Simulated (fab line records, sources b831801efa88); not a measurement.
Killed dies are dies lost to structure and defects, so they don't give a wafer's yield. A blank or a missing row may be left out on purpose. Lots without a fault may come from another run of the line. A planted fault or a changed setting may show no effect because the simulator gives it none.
One fault seen from 2 desks | flow sky130 | each desk has only its own numbers; what lay behind them comes last

THE METROLOGY DESK
What the gauges read, lot by lot, whatever tool the lot ran on: means of the sampled wafers that have a number. A lot is out of limits, marked OUT, if its mean lies more than 4 standard deviations from the usual mean; the brackets give that distance.
Columns: A = VIA3_BOW at SKY_VIA3_BOW_MEAS_03, usual 79 um; B = cd_nm at SKY_VIA3_CD_MEAS_12, usual 199.9 nm; C = VIA3_OVL at SKY_VIA3_OVL_MEAS_13, usual 3 nm
lot  | first seen here | A  | B     | C
L792 | day 43 11:44    | 78 | 200.3 | 1
L793 | day 43 12:03    | 85 | 200.6 | 0
L794 | day 43 15:37    | 76 | 201.2 | -2
L797 | day 44 09:59    | 82 | 201.0 | 9
L798 | day 44 12:53    | 83 | 199.1 | 0
L799 | day 44 19:35    | 73 | 198.4 | 2
This desk's finding: nothing out of limits on any of the 6 lots.

THE TOOL OWNER'S DESK: rie_diel-03
The tool's own readings at SKY_VIA3_ETCH_14 (etches BARC in N2/H2, stops on SiO2, time 45.9 s, target depth 60 nm): means of the sampled wafers that have a number, for each lot that ran on this tool. A lot is out of limits, marked OUT, if its mean lies more than 4 standard deviations from the usual mean; the brackets give that distance.
Columns: A = drypump_motor_current_A at SKY_VIA3_ETCH_14, usual 5.5 A; B = oes_product_au at SKY_VIA3_ETCH_14, usual 0.854 a.u.; C = throttle_valve_pct at SKY_VIA3_ETCH_14, usual 13.225 %
lot  | first seen here | A   | B     | C
L793 | day 44 10:21    | 5.3 | 0.852 | 13.231
L794 | day 44 13:36    | 5.4 | 0.854 | 13.220
L797 | day 45 06:12    | 5.4 | 0.852 | 13.224
This desk's finding: nothing out of limits on any of the 3 lots.

PUT TOGETHER
The metrology desk saw nothing out of limits.
The tool owner's desk saw nothing out of limits.

WHAT THE SIMULATOR HAD PUT IN
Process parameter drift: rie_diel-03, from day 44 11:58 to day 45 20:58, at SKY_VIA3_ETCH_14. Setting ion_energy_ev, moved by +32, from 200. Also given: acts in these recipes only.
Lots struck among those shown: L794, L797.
